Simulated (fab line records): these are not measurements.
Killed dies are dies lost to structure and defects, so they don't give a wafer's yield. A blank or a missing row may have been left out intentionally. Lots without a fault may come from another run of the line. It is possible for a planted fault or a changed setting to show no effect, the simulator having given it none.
fab line records	flow sky130
[record] lots = 11	wafers = 33	last_day = 50
route steps=708 shown METAL1@435 METAL2@503 VIA2@522 PAD_OPEN@708
lots with no fault: from the same line, run without faults
start_h: hours from the record's opening day to when the first of the lot's shown wafers began	wait_h: hours from the lot's prior step to this one	" the same as in the row above	L1.1+2: several wafers, shown together as one row	- no value present, or no start provided	* or withheld: withheld	< > ~ a bound
route shown NAME@n: a module of which the file shows steps, and the number in the route of the first	usual: mean and standard deviation over wafers with no fault	same: alike in all rows	chamber/n: place in a boat	sites: the reading at each site	_std_site: standard deviation across them	_edge_site: mean of outer sites minus mean of inner sites	radius_mm: for every site, how far away it sits from the centre of the wafer	mask NAME#n: copy n	behind: the most recent tool/chamber to have shaped the wafer	hold: what put the lot on hold/how long, in hours/how the hold closed	device: names the non-switching transistor (n, p or np)	end of line: at the end of the route, the tests of the same wafers	step lacking rows: just its recipe	killed: not the wafer's yield, but the dies lost to structure and defects at the first sort	map: a wafer's dies, x killed, . not, _ none there
set.NAME: the setting the step ran with; set.NAME@STEP: the setting that earlier step ran with	model.NAME: the simulator's own value behind a step, which no gauge read
steps of the route over a sample of lots; a table a step, a row a wafer
services: the hour from which a tool's chamber was out of use, counted from the record's first day as start_h (under 0 if before that day), plus the number of hours and why
[[steps]]
[step SKY_METAL1_SPUTTER_01]
[recipe] material = TiN	target_thk_nm = 20	power_w = 6500	time_s = 16.7	chamber_pressure_pa = 0.4
[usual] throttle_valve_pct = 29.8/1.1
lot.wafer	tool	chamber	start_h	wait_h	throttle_valve_pct
L188.1	pvd_sputter-04	-	734.78	0.0	29.9
L188.2	"	-	"	"	27.5
L188.3	"	-	"	"	28.5
L189.1	pvd_sputter-01	-	756.09	0.0	30.9
L189.2	"	-	"	"	29.6
L189.5	"	-	"	"	29.7
L190.2	pvd_sputter-01	-	762.25	0.0	31.0
L190.4	"	-	"	"	30.9
L190.5	"	-	"	"	31.0
L192.2	pvd_sputter-03	-	795.66	0.0	29.8
L192.3	"	-	"	"	29.5
L192.5	"	-	"	"	30.0
L194.1	pvd_sputter-01	-	797.99	0.0	30.7
L194.4	"	-	"	"	29.6
L194.5	"	-	"	"	31.0
L193.4	pvd_sputter-01	-	798.75	0.0	30.9
L193.5	"	-	"	"	29.7
L193.6	"	-	"	"	31.7
L200.2	pvd_sputter-04	-	837.41	0.0	30.1
L200.3	"	-	"	"	28.4
L200.5	"	-	"	"	30.3
L205.2	pvd_sputter-03	-	873.95	0.0	29.5
L205.4	"	-	"	"	29.7
L205.6	"	-	"	"	29.5
L207.1	pvd_sputter-04	-	890.18	0.0	28.6
L207.3	"	-	"	"	30.7
L207.6	"	-	"	"	27.6
L209.2	pvd_sputter-03	-	906.42	0.0	29.2
L209.4	"	-	"	"	29.0
L209.5	"	-	"	"	29.0
L210.1	pvd_sputter-03	-	909.88	0.0	29.9
L210.3	"	-	"	"	29.2
L210.4	"	-	"	"	29.6
[step SKY_METAL1_OVL_MEAS_16]
[usual] METAL1_OVL = 1/6.8
lot.wafer	tool	chamber	start_h	wait_h	METAL1_OVL[nm]
L188.1	overlay-01	-	763.04	0.1	6
L188.2	"	-	"	"	-6
L188.3	"	-	"	"	4
L189.1	overlay-02	-	783.14	0.1	3
L189.2	"	-	"	"	5
L189.5	"	-	"	"	1
L190.2	overlay-02	-	788.82	0.1	-1
L190.4	"	-	"	"	-7
L190.5	"	-	"	"	0
L192.2	overlay-02	-	821.89	0.1	-3
L192.3	"	-	"	"	3
L192.5	"	-	"	"	-1
L194.1	overlay-02	-	825.48	0.1	3
L194.4	"	-	"	"	3
L194.5	"	-	"	"	8
L193.4	overlay-02	-	826.65	0.1	4
L193.5	"	-	"	"	-1
L193.6	"	-	"	"	-2
L200.2	overlay-01	-	863.89	0.1	-2
L200.3	"	-	"	"	-2
L200.5	"	-	"	"	0
L205.2	overlay-02	-	900.03	0.1	2
L205.4	"	-	"	"	6
L205.6	"	-	"	"	-6
L207.1	overlay-02	-	915.47	0.1	16
L207.3	"	-	"	"	15
L207.6	"	-	"	"	10
L209.2	overlay-02	-	931.44	0.1	7
L209.4	"	-	"	"	6
L209.5	"	-	"	"	9
L210.1	overlay-01	-	935.24	0.1	-5
L210.3	"	-	"	"	-11
L210.4	"	-	"	"	-3
[step SKY_METAL2_STRIP_20]
[recipe] chemistry = O2/N2	power_w = 1400	pressure_mtorr = 1500	platen_temp_c = withheld	o2_flow_sccm = 3000	n2_flow_sccm = 300	overash_fraction = 0.5
[usual] drypump_motor_current_A = 5.4/0.37	oes_product_au = 0.342/0.0045	strip_time_to_endpoint_s = 2.69/0.04
lot.wafer	tool	chamber	start_h	wait_h	drypump_motor_current_A	oes_product_au	rf_hours_counter_h	strip_time_to_endpoint_s
L188.1	plasma_asher-01	1	819.51	0.1	5.0	0.347	37	2.68
L188.2	"	0	"	"	6.1	0.340	37	2.69
L188.3	"	1	"	"	5.0	0.346	-	2.67
L189.1	plasma_asher-03	0	839.76	0.1	5.3	0.339	71	2.60
L189.2	"	1	"	"	5.3	0.339	71	2.70
L189.5	"	1	"	"	5.2	0.337	-	2.63
L190.2	plasma_asher-03	1	846.30	0.1	5.3	0.345	72	2.72
L190.4	"	0	"	"	5.3	0.342	-	2.71
L190.5	"	0	"	"	5.3	0.341	-	2.64
L192.2	plasma_asher-03	1	878.20	0.1	5.2	0.344	75	2.70
L192.3	"	1	"	"	5.2	0.335	-	2.67
L192.5	"	0	"	"	5.3	0.340	-	2.67
L194.1	plasma_asher-02	1	880.65	0.1	5.7	0.348	12	2.73
L194.4	"	0	"	"	5.1	0.345	-	2.72
L194.5	"	0	"	"	5.1	0.344	-	2.73
L193.4	plasma_asher-01	0	882.48	0.1	6.1	0.345	-	2.73
L193.5	"	1	"	"	5.0	0.343	-	2.72
L193.6	"	0	"	"	6.1	0.343	-	2.75
L200.2	plasma_asher-03	1	918.60	0.1	5.3	0.347	79	2.73
L200.3	"	1	"	"	5.3	0.339	-	2.67
L200.5	"	1	"	"	5.3	0.349	-	2.70
L205.2	plasma_asher-01	1	953.30	0.1	5.0	0.340	51	2.71
L205.4	"	0	"	"	6.1	0.342	-	2.70
L205.6	"	0	"	"	6.1	0.337	-	2.71
L207.1	plasma_asher-01	0	967.00	0.1	6.1	0.340	52	2.64
L207.3	"	1	"	"	5.0	0.334	-	2.61
L207.6	"	1	"	"	5.0	0.335	-	2.60
L209.2	plasma_asher-01	1	983.21	0.1	5.0	0.348	54	2.67
L209.4	"	0	"	"	6.1	0.346	-	2.67
L209.5	"	0	"	"	6.1	0.337	-	2.64
L210.1	plasma_asher-02	0	987.76	0.1	5.0	0.351	19	2.70
L210.3	"	0	"	"	5.0	0.340	-	2.69
L210.4	"	1	"	"	5.8	0.344	-	2.71
[step SKY_VIA2_ETCH_15]
[recipe] target = SiO2	chemistry = C4F8/O2/Ar	target_depth_nm = 546	stop_on = TiN	mask_material = KrF-thick	source_w = 1500	bias_w = 1200	pressure_mtorr = 40	c4f8_flow_sccm = withheld	O2_flow_sccm = 6	Ar_flow_sccm = 300	time_s = 84
[usual] oes_product_au = 0.939/0.0045
lot.wafer	tool	chamber	start_h	wait_h	oes_product_au	rf_hours_counter_h
L188.1	rie_diel-03	0	847.52	0.0	0.935	14
L188.2	"	3	"	"	0.937	12
L188.3	"	2	"	"	0.942	1
L189.1	rie_diel-01	2	867.90	0.0	0.937	10
L189.2	"	3	"	"	0.938	3
L189.5	"	1	"	"	0.942	-
L190.2	rie_diel-03	2	874.42	0.0	0.940	3
L190.4	"	2	"	"	0.930	-
L190.5	"	0	"	"	0.948	-
L192.2	rie_diel-03	0	905.10	0.0	0.936	16
L192.3	"	2	"	"	0.940	4
L192.5	"	1	"	"	0.944	-
L194.1	rie_diel-03	2	908.17	0.0	0.936	4
L194.4	"	3	"	"	0.928	14
L194.5	"	2	"	"	0.940	-
L193.4	rie_diel-03	3	909.75	0.0	0.796	14
L193.5	"	0	"	"	0.940	-
L193.6	"	1	"	"	0.943	-
L200.2	rie_diel-03	3	944.62	0.0	0.814	15
L200.3	"	1	"	"	0.955	17
L200.5	"	2	"	"	0.931	-
L205.2	rie_diel-01	3	978.80	0.0	0.943	7
L205.4	"	2	"	"	0.941	14
L205.6	"	0	"	"	0.938	-
L207.1	rie_diel-02	0	993.00	0.0	0.942	13
L207.3	"	3	"	"	0.941	11
L207.6	"	0	"	"	0.936	-
L209.2	rie_diel-03	1	1007.50	0.0	0.936	20
L209.4	"	2	"	"	0.932	6
L209.5	"	0	"	"	0.939	-
L210.1	rie_diel-02	3	1012.50	0.0	0.944	12
L210.3	"	1	"	"	0.941	2
L210.4	"	2	"	"	0.931	17
[step SKY_VIA2_STRIP_16]
[recipe] chemistry = O2/N2	power_w = 1400	pressure_mtorr = 1500	platen_temp_c = withheld	o2_flow_sccm = 3000	n2_flow_sccm = 300	overash_fraction = 0.5
[usual] drypump_motor_current_A = 5.4/0.3	oes_product_au = 0.399/0.0043	strip_time_to_endpoint_s = 4.051/0.026
lot.wafer	tool	chamber	start_h	wait_h	drypump_motor_current_A	oes_product_au	rf_hours_counter_h	strip_time_to_endpoint_s
L188.1	plasma_asher-03	0	847.58	0.0	5.3	0.396	72	4.064
L188.2	"	1	"	"	5.2	0.400	72	4.135
L188.3	"	0	"	"	5.3	0.394	-	4.090
L189.1	plasma_asher-02	0	867.96	0.0	5.0	0.398	11	4.055
L189.2	"	1	"	"	5.8	0.391	11	4.038
L189.5	"	1	"	"	5.8	0.401	-	4.008
L190.2	plasma_asher-03	1	874.48	0.0	5.2	0.403	75	4.043
L190.4	"	0	"	"	5.3	0.403	-	4.045
L190.5	"	1	"	"	5.2	0.393	-	4.051
L192.2	plasma_asher-04	0	905.16	0.0	5.1	0.398	111	4.031
L192.3	"	1	"	"	5.8	0.395	-	4.032
L192.5	"	1	"	"	5.8	0.407	-	4.024
L194.1	plasma_asher-04	0	908.23	0.0	5.1	0.405	111	4.060
L194.4	"	0	"	"	5.1	0.406	-	4.092
L194.5	"	1	"	"	5.9	0.401	-	4.082
L193.4	plasma_asher-02	0	909.84	0.1	5.0	0.416	-	4.436
L193.5	"	0	"	"	5.0	0.402	-	4.031
L193.6	"	1	"	"	5.8	0.397	-	4.029
L200.2	plasma_asher-03	1	944.68	0.0	5.2	0.411	83	4.409
L200.3	"	0	"	"	5.3	0.400	-	4.046
L200.5	"	1	"	"	5.3	0.398	-	4.060
L205.2	plasma_asher-04	1	978.86	0.0	5.9	0.394	120	4.032
L205.4	"	1	"	"	5.8	0.398	-	4.066
L205.6	"	0	"	"	5.1	0.404	-	4.064
L207.1	plasma_asher-04	0	993.06	0.0	5.1	0.395	121	4.069
L207.3	"	1	"	"	5.8	0.399	-	4.077
L207.6	"	0	"	"	5.1	0.400	-	4.069
L209.2	plasma_asher-03	1	1007.57	0.0	5.2	0.405	89	4.025
L209.4	"	0	"	"	5.3	0.401	-	4.048
L209.5	"	1	"	"	5.3	0.393	-	4.043
L210.1	plasma_asher-02	1	1012.57	0.0	5.7	0.396	22	4.041
L210.3	"	1	"	"	5.7	0.402	-	3.997
L210.4	"	0	"	"	5.0	0.396	-	4.064
[step SKY_PAD_OPEN_PROBE_99]
[usual] defect_limited_yield = 82.6/1.8	killed_at_M0_to_M3 = 43/6.6	killed_at_M4_up = 2.9/1.6	killed_at_contacts = 24/4.9	killed_at_front_end = 15/4.5	killed_at_other = 0.2/0.45	killed_dies = 86/8.8	killed_on_rim = 16/4.2	killed_open = 48/6.4	killed_short = 38/5.6	sort_bin_3_pad_short = 0.8/0.38	sort_bin_5_function = 10.2/1.4	sort_bin_6_memory = 6.4/1.1	sort_n_pass = 406/8.8	sort_yield_pct = 82.6/1.8
[same] gross_dies = 492	killed_at_back_side = 0	sort_bin_4_leakage[%] = 0	sort_bin_8_speed[%] = 0
lot.wafer	tool	chamber	start_h	wait_h	hold	defect_limited_yield[%]	killed_at_M0_to_M3	killed_at_M4_up	killed_at_contacts	killed_at_front_end	killed_at_other	killed_dies	killed_on_rim	killed_open	killed_short	sort_bin_3_pad_short[%]	sort_bin_5_function[%]	sort_bin_6_memory[%]	sort_n_pass	sort_yield_pct[%]
L188.1	prober-01	-	1075.66	0.1	-	83.5	39	3	20	18	1	81	9	48	33	1.0	10.0	5.5	411	83.5
L188.2	prober-01	-	1075.71	0.1	-	85.6	39	4	16	12	0	71	17	35	36	0.8	7.9	5.7	421	85.6
L188.3	prober-01	-	1075.76	0.2	-	84.1	41	3	17	16	1	78	11	44	34	1.0	8.1	6.7	414	84.1
L189.1	prober-02	-	1092.79	0.1	-	83.5	47	7	20	7	0	81	9	40	41	0.2	10.6	5.7	411	83.5
L189.2	prober-02	-	1092.84	0.1	-	81.7	50	1	24	14	1	90	16	49	41	0.8	11.6	5.9	402	81.7
L189.5	prober-02	-	1092.99	0.2	-	81.5	52	2	24	11	2	91	13	51	40	0.8	11.0	6.7	401	81.5
L190.2	prober-01	-	1097.12	0.1	-	83.3	40	2	27	13	0	82	20	44	38	1.4	10.8	4.5	410	83.3
L190.4	prober-01	-	1097.22	0.2	-	84.1	40	2	24	12	0	78	15	45	33	1.0	8.5	6.3	414	84.1
L190.5	prober-01	-	1097.27	0.2	-	80.7	49	4	30	12	0	95	21	47	48	1.2	12.2	5.9	397	80.7
L192.2	prober-01	-	1124.79	0.1	-	81.5	42	3	24	22	0	91	19	49	42	0.4	11.4	6.7	401	81.5
L192.3	prober-01	-	1124.84	0.2	-	82.5	49	3	22	12	0	86	17	48	38	0.4	10.6	6.5	406	82.5
L192.5	prober-01	-	1124.94	0.2	-	82.9	46	1	24	13	0	84	15	46	38	0.4	10.4	6.3	408	82.9
L194.1	prober-02	-	1124.93	0.1	-	80.7	48	1	23	23	0	95	19	58	37	0.8	10.6	7.9	397	80.7
L194.4	prober-02	-	1125.08	0.2	-	83.1	35	4	29	15	0	83	20	45	38	0.4	10.4	6.1	409	83.1
L194.5	prober-02	-	1125.13	0.2	-	83.1	37	2	31	13	0	83	13	35	48	1.2	8.9	6.7	409	83.1
L193.4	prober-01	-	1126.39	0.2	await_dispo/2.8h/release	0	453	6	20	13	0	492	96	45	37	1.0	93.1	5.9	0	0
L193.5	prober-01	-	1126.44	0.2	await_dispo/2.8h/release	79.1	49	3	31	20	0	103	15	62	41	0.8	13.2	6.9	389	79.1
L193.6	prober-01	-	1126.49	0.2	await_dispo/2.8h/release	81.5	45	2	26	18	0	91	15	52	39	0.4	10.4	7.7	401	81.5
L200.2	prober-01	-	1153.37	0.1	await_dispo/0.7h/release	0	444	5	25	18	0	492	96	49	37	1.2	92.9	5.9	0	0
L200.3	prober-01	-	1153.42	0.2	await_dispo/0.7h/release	77.6	54	3	24	29	0	110	27	64	46	1.4	12.0	8.9	382	77.6
L200.5	prober-01	-	1153.52	0.2	await_dispo/0.7h/release	83.5	34	3	24	20	0	81	13	49	32	0.8	10.4	5.3	411	83.5
L205.2	prober-01	-	1178.73	0.1	-	83.7	39	5	20	16	0	80	18	46	34	1.0	11.2	4.1	412	83.7
L205.4	prober-01	-	1178.83	0.2	-	81.7	51	2	18	19	0	90	17	58	32	0.8	9.1	8.3	402	81.7
L205.6	prober-01	-	1178.93	0.2	-	83.3	52	2	17	11	0	82	19	49	33	0.8	8.7	7.1	410	83.3
L207.1	prober-01	-	1188.24	0.1	-	81.7	35	4	25	26	0	90	16	56	34	1.2	10.8	6.3	402	81.7
L207.3	prober-01	-	1188.34	0.2	-	81.3	38	2	23	29	0	92	13	54	38	0.4	11.8	6.5	400	81.3
L207.6	prober-01	-	1188.49	0.2	-	81.9	40	2	26	21	0	89	9	45	44	1.6	10.0	6.5	403	81.9
L209.2	prober-01	-	1202.89	0.1	-	86.4	29	5	26	7	0	67	11	40	27	0.2	8.1	5.3	425	86.4
L209.4	prober-01	-	1202.99	0.2	-	82.3	39	2	33	13	0	87	16	45	42	0.8	10.8	6.1	405	82.3
L209.5	prober-01	-	1203.04	0.2	-	84.1	40	5	29	4	0	78	13	41	37	0.6	8.5	6.7	414	84.1
L210.1	prober-02	-	1203.78	0.1	-	78.9	51	4	35	14	0	104	21	58	46	0.8	13.4	6.9	388	78.9
L210.3	prober-02	-	1203.88	0.2	-	81.5	43	7	25	16	0	91	14	50	41	1.6	10.0	6.9	401	81.5
L210.4	prober-02	-	1203.93	0.2	-	84.6	32	3	26	15	0	76	15	39	37	1.4	8.1	5.9	416	84.6
// killed by level:class
L188.1 VIA1:geometric_particle:open=10 VIA3:geometric_particle:open=6 LI_CONTACT:geometric_particle:open=6 FIELD_ISO:geometric_particle:open=5 CONTACT:geometric_particle:open=5 VIA2:geometric_particle:open=5 METAL3:geometric_particle:short=4 VIA3:geometric_particle:short=4
L188.2 VIA1:geometric_particle:open=12 FIELD_ISO:geometric_particle:short=7 CONTACT:geometric_particle:open=6 METAL2:geometric_particle:short=6 VIA2:geometric_particle:open=5 METAL1:geometric_particle:short=4 METAL4:geometric_particle:short=4 LOCAL_INTERCONNECT:geometric_particle:short=3
L188.3 VIA2:geometric_particle:open=11 VIA1:geometric_particle:open=9 LOCAL_INTERCONNECT:geometric_particle:short=6 FIELD_ISO:geometric_particle:open=3 METAL1:geometric_particle:short=3 POLY_GATE:geometric_particle:open=3 POLY_CUT:geometric_particle:short=3 LI_CONTACT:geometric_particle:open=3
L189.1 VIA1:geometric_particle:open=9 METAL1:geometric_particle:short=8 LI_CONTACT:geometric_particle:open=7 VIA1:geometric_particle:short=7 METAL2:geometric_particle:short=7 CONTACT:geometric_particle:open=6 VIA2:geometric_particle:open=5 LOCAL_INTERCONNECT:geometric_particle:short=4
L189.2 VIA1:geometric_particle:open=12 CONTACT:geometric_particle:open=10 VIA2:geometric_particle:short=8 METAL1:geometric_particle:short=6 VIA3:geometric_particle:open=5 LI_CONTACT:geometric_particle:open=5 FIELD_ISO:geometric_particle:open=4 FIELD_ISO:geometric_particle:short=4
L189.5 VIA2:geometric_particle:open=14 CONTACT:geometric_particle:open=12 VIA1:geometric_particle:open=8 METAL2:geometric_particle:short=7 VIA3:geometric_particle:open=6 VIA1:geometric_particle:short=6 CONTACT:geometric_particle:short=5 VIA2:geometric_particle:short=5
L190.2 CONTACT:geometric_particle:open=11 VIA1:geometric_particle:open=6 LI_CONTACT:geometric_particle:open=6 VIA2:geometric_particle:open=6 VIA1:geometric_particle:short=5 METAL2:geometric_particle:short=5 VIA3:geometric_particle:open=5 FIELD_ISO:geometric_particle:short=4
L190.4 CONTACT:geometric_particle:open=13 VIA2:geometric_particle:open=9 VIA1:geometric_particle:open=7 POLY_GATE:geometric_particle:short=5 METAL2:geometric_particle:short=5 VIA3:geometric_particle:open=5 CONTACT:geometric_particle:short=4 LI_CONTACT:geometric_particle:open=3
L190.5 VIA1:geometric_particle:open=12 CONTACT:geometric_particle:open=10 METAL1:geometric_particle:short=8 POLY_GATE:geometric_particle:short=8 CONTACT:geometric_particle:short=7 LI_CONTACT:geometric_particle:open=6 VIA3:geometric_particle:open=6 METAL2:geometric_particle:short=5
L192.2 LI_CONTACT:geometric_particle:open=8 CONTACT:geometric_particle:open=8 METAL2:geometric_particle:short=7 METAL1:geometric_particle:short=7 VIA1:geometric_particle:open=7 POLY_GATE:geometric_particle:open=6 FIELD_ISO:geometric_particle:open=5 POLY_GATE:geometric_particle:short=5
L192.3 VIA1:geometric_particle:open=11 VIA3:geometric_particle:open=10 METAL2:geometric_particle:short=9 POLY_GATE:geometric_particle:open=6 LI_CONTACT:geometric_particle:open=5 CONTACT:geometric_particle:open=5 LOCAL_INTERCONNECT:geometric_particle:short=5 CONTACT:geometric_particle:short=4
L194.1 VIA1:geometric_particle:open=10 VIA2:geometric_particle:open=9 FIELD_ISO:geometric_particle:short=8 FIELD_ISO:geometric_particle:open=6 LI_CONTACT:geometric_particle:open=6 VIA3:geometric_particle:open=6 CONTACT:geometric_particle:open=5 VIA3:geometric_particle:short=5
L192.5 VIA1:geometric_particle:open=10 CONTACT:geometric_particle:open=9 VIA2:geometric_particle:open=7 METAL2:geometric_particle:short=6 FIELD_ISO:geometric_particle:open=5 LI_CONTACT:geometric_particle:open=5 METAL1:geometric_particle:short=5 VIA3:geometric_particle:open=5
L194.4 VIA1:geometric_particle:open=9 CONTACT:geometric_particle:open=8 LI_CONTACT:geometric_particle:open=8 VIA2:geometric_particle:open=6 VIA3:geometric_particle:open=6 POLY_GATE:geometric_particle:short=5 LI_CONTACT:geometric_particle:short=5 VIA1:geometric_particle:short=5
L194.5 METAL1:geometric_particle:short=8 CONTACT:geometric_particle:short=8 LOCAL_INTERCONNECT:geometric_particle:short=7 VIA3:geometric_particle:open=7 LI_CONTACT:geometric_particle:open=6 CONTACT:geometric_particle:open=5 FIELD_ISO:geometric_particle:open=4 LI_CONTACT:geometric_particle:short=4
L193.4 VIA2:area_etch=410 CONTACT:geometric_particle:open=9 FIELD_ISO:geometric_particle:open=8 VIA2:geometric_particle:open=8 VIA1:geometric_particle:open=7 VIA3:geometric_particle:open=6 LOCAL_INTERCONNECT:geometric_particle:short=5 METAL2:geometric_particle:short=5
L193.5 VIA2:geometric_particle:open=13 CONTACT:geometric_particle:open=11 LI_CONTACT:geometric_particle:open=10 VIA1:geometric_particle:open=8 VIA3:geometric_particle:open=6 METAL2:geometric_particle:short=5 VIA2:geometric_particle:short=5 LOCAL_INTERCONNECT:geometric_particle:short=4
L193.6 CONTACT:geometric_particle:open=11 VIA1:geometric_particle:open=11 VIA1:geometric_particle:short=7 POLY_GATE:geometric_particle:short=6 LI_CONTACT:geometric_particle:open=6 VIA2:geometric_particle:open=6 LOCAL_INTERCONNECT:geometric_particle:short=5 POLY_GATE:geometric_particle:open=5
L200.2 VIA2:area_etch=406 LI_CONTACT:geometric_particle:open=10 VIA1:geometric_particle:open=9 METAL1:geometric_particle:short=7 CONTACT:geometric_particle:open=6 FIELD_ISO:geometric_particle:open=5 FIELD_ISO:geometric_particle:short=4 POLY_GATE:geometric_particle:open=4
L200.3 VIA1:geometric_particle:open=15 VIA3:geometric_particle:open=10 CONTACT:geometric_particle:open=10 FIELD_ISO:geometric_particle:short=9 VIA1:geometric_particle:short=8 VIA2:geometric_particle:open=7 LOCAL_INTERCONNECT:geometric_particle:short=6 POLY_GATE:geometric_particle:open=5
L200.5 CONTACT:geometric_particle:open=11 VIA1:geometric_particle:open=7 VIA2:geometric_particle:open=7 POLY_GATE:geometric_particle:open=5 POLY_GATE:geometric_particle:short=5 LI_CONTACT:geometric_particle:open=5 VIA3:geometric_particle:open=5 METAL1:geometric_particle:short=4
L205.2 VIA1:geometric_particle:open=8 VIA3:geometric_particle:open=7 LI_CONTACT:geometric_particle:open=6 CONTACT:geometric_particle:open=6 METAL2:geometric_particle:short=6 CONTACT:geometric_particle:short=5 VIA2:geometric_particle:open=5 FIELD_ISO:geometric_particle:open=4
L205.4 VIA1:geometric_particle:open=20 CONTACT:geometric_particle:open=9 FIELD_ISO:geometric_particle:open=6 POLY_GATE:geometric_particle:short=6 LI_CONTACT:geometric_particle:open=5 METAL2:geometric_particle:short=5 METAL1:geometric_particle:short=5 VIA3:geometric_particle:open=5
L205.6 VIA1:geometric_particle:open=13 VIA2:geometric_particle:open=9 LI_CONTACT:geometric_particle:open=7 VIA1:geometric_particle:short=6 METAL2:geometric_particle:short=6 VIA3:geometric_particle:open=6 CONTACT:geometric_particle:open=5 LOCAL_INTERCONNECT:geometric_particle:short=4
L207.1 CONTACT:geometric_particle:open=11 VIA1:geometric_particle:open=10 POLY_GATE:geometric_particle:open=7 FIELD_ISO:geometric_particle:short=6 VIA2:geometric_particle:open=6 FIELD_ISO:geometric_particle:open=5 CONTACT:geometric_particle:short=5 METAL2:geometric_particle:short=5
L207.3 VIA1:geometric_particle:open=10 LI_CONTACT:geometric_particle:open=9 FIELD_ISO:geometric_particle:open=8 FIELD_ISO:geometric_particle:short=8 POLY_GATE:geometric_particle:short=6 CONTACT:geometric_particle:open=6 METAL1:geometric_particle:short=6 POLY_GATE:geometric_particle:open=5
L207.6 VIA1:geometric_particle:open=11 CONTACT:geometric_particle:short=9 CONTACT:geometric_particle:open=8 FIELD_ISO:geometric_particle:short=7 METAL2:geometric_particle:short=7 VIA3:geometric_particle:open=7 FIELD_ISO:geometric_particle:open=6 LI_CONTACT:geometric_particle:open=6
L209.2 LI_CONTACT:geometric_particle:open=9 CONTACT:geometric_particle:open=7 VIA2:geometric_particle:open=5 VIA3:geometric_particle:open=5 LOCAL_INTERCONNECT:geometric_particle:short=4 METAL4:geometric_particle:short=4 VIA1:geometric_particle:short=4 METAL2:geometric_particle:short=4
L209.4 CONTACT:geometric_particle:open=10 CONTACT:geometric_particle:short=9 VIA1:geometric_particle:open=9 VIA1:geometric_particle:short=7 METAL1:geometric_particle:short=6 VIA2:geometric_particle:open=6 VIA3:geometric_particle:open=6 LI_CONTACT:geometric_particle:open=5
L209.5 CONTACT:geometric_particle:open=14 VIA1:geometric_particle:open=8 METAL2:geometric_particle:short=8 CONTACT:geometric_particle:short=6 VIA2:geometric_particle:open=5 METAL4:geometric_particle:short=5 LI_CONTACT:geometric_particle:open=4 METAL1:geometric_particle:short=4
L210.1 CONTACT:geometric_particle:open=16 VIA1:geometric_particle:open=11 VIA1:geometric_particle:short=8 LI_CONTACT:geometric_particle:open=7 METAL1:geometric_particle:short=6 LI_CONTACT:geometric_particle:short=5 METAL3:geometric_particle:short=5 VIA2:geometric_particle:open=5
L210.3 VIA2:geometric_particle:open=10 CONTACT:geometric_particle:open=7 VIA1:geometric_particle:open=7 METAL2:geometric_particle:short=7 CONTACT:geometric_particle:short=6 VIA3:geometric_particle:open=5 METAL4:geometric_particle:short=5 FIELD_ISO:geometric_particle:open=4
L210.4 POLY_GATE:geometric_particle:open=8 LI_CONTACT:geometric_particle:open=7 METAL2:geometric_particle:short=7 LI_CONTACT:geometric_particle:short=6 CONTACT:geometric_particle:open=6 VIA1:geometric_particle:open=6 VIA1:geometric_particle:short=5 LOCAL_INTERCONNECT:geometric_particle:short=5
[[services]]
tool	chamber	start_h	hours	kind
pvd_sputter-01	-	721.31	8.6	repair
plasma_asher-02	-	733.75	9.0	pm
plasma_asher-01	-	735.68	1.2	repair
pvd_sputter-01	-	746.08	0.6	repair
rie_diel-03	-	749.70	0.8	repair
plasma_asher-02	-	762.01	2.1	repair
pvd_sputter-03	-	783.06	4.4	repair
rie_diel-03	-	796.76	0.3	repair
rie_diel-03	1	818.20	15.2	repair
pvd_sputter-01	-	832.34	1.9	repair
plasma_asher-02	-	844.87	4.4	repair
rie_diel-03	1	855.68	4.3	repair
rie_diel-03	3	871.34	9.9	repair
plasma_asher-02	-	907.51	1.2	repair
plasma_asher-02	-	923.91	30.0	repair
rie_diel-03	1	930.80	9.1	repair
plasma_asher-01	-	940.01	4.2	repair
rie_diel-03	-	942.21	0.3	repair
rie_diel-03	-	945.25	1.2	repair
plasma_asher-03	-	949.55	1.3	repair
rie_diel-03	2	953.20	3.7	repair
rie_diel-03	2	964.85	22.9	repair
rie_diel-03	0	973.20	2.9	repair
rie_diel-03	1	974.58	2.7	repair
[[key]]
[first_sign] step = SKY_VIA2_ETCH_15	reading = oes_product_au	direction = down	sigmas = 30	usual = 0.939	struck = 0.805
[effect] step = SKY_VIA2_STRIP_16	reading = strip_time_to_endpoint_s	direction = up	sigmas = 14	usual = *	struck = *
[effect] step = SKY_PAD_OPEN_PROBE_99	reading = killed_at_M0_to_M3	direction = up	sigmas = 61	usual = 43	struck = 448
[more_kills_born_at] SKY_VIA2_ETCH_15@rie_diel-03 = 816
met_at SKY_VIA2_ETCH_15
struck_lots L193,L200
struck_wafers L193.4,L200.2
later_rows_left_out L193.4,L200.2
not_acting_at SKY_METAL1_SPUTTER_01,SKY_METAL1_OVL_MEAS_16,SKY_METAL2_STRIP_20
onset_between 908.17 909.75
[fault] kind = process_parameter_drift	tool = rie_diel-03	chamber = -	onset_h = 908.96	steps = SKY_VIA2_ETCH_15	channel = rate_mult	offset = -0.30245	shape = step	end_h = 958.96	scope = struck_wafers_only
// later_rows_left_out: the simulator's readings of these wafers behind a module that went badly wrong aren't trusted and aren't shown, but for the sort
